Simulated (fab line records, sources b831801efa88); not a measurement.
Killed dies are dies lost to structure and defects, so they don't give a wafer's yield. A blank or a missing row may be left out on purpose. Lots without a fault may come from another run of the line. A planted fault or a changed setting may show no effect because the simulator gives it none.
Which tool did it? | flow sfq_line | 14 lots, 42 wafers sampled, at 1 step of a route of 325

WHAT THE GAUGES READ, wafer by wafer
SFQ_C5_OVL_MEAS_937. Usual: C5_OVL 2 nm, standard deviation 5.1.
lot  | measured     | on         | C5_OVL (nm) | flag
L864 | day 66 02:06 | overlay-02 | 1 2 3       |
L866 | day 67 09:07 | overlay-01 | 3 4 -1      |
L867 | day 67 10:19 | overlay-01 | 0 -1 -4     |
L868 | day 67 11:30 | overlay-01 | -3 0 -5     |
L869 | day 72 04:27 | overlay-01 | -7 -1 -4    |
L878 | day 73 03:51 | overlay-02 | -8 -1 0     |
L877 | day 78 23:23 | overlay-02 | -5 -10 -2   |
L879 | day 80 20:59 | overlay-01 | 0 1 -2      |
L880 | day 81 02:59 | overlay-01 | -2 -2 2     |
L881 | day 81 05:22 | overlay-01 | 2 -1 0      |
L882 | day 81 07:53 | overlay-02 | 9 8 6       |
L883 | day 82 09:05 | overlay-01 | 6 6 7       |
L884 | day 82 14:01 | overlay-01 | 4 9 11      |
L887 | day 82 23:16 | overlay-01 | 8 6 5       |

WHICH TOOL RAN EACH LOT (tool, then ch and the chambers of the sampled wafers, then the start)
The record holds no process step before these readings.

WHAT THE TOOLS THEMSELVES READ (means of the sampled wafers that have a number; where no wafer has one, the mark that the record gives instead)
The record holds no such reading with a usual standard deviation.

THE ANSWER, worked out from the rows above alone
Rule: a lot is off if the mean of its wafers that have a number lies more than 3 standard deviations from the usual mean. A lot without any number at a reading at which 4 lots or more have one is off too. The other lots that the step has rows for count as sound. The gauges are gone through in route order, then the tools' own readings, and for those a lot's mean is taken as printed above. The first step at which some lot is off is used, and at that step the reading that is off furthest; a lot without a number counts as furthest.
No lot is off at any reading shown: from this, nothing can be told.

WHAT THE SIMULATOR HAD PUT IN
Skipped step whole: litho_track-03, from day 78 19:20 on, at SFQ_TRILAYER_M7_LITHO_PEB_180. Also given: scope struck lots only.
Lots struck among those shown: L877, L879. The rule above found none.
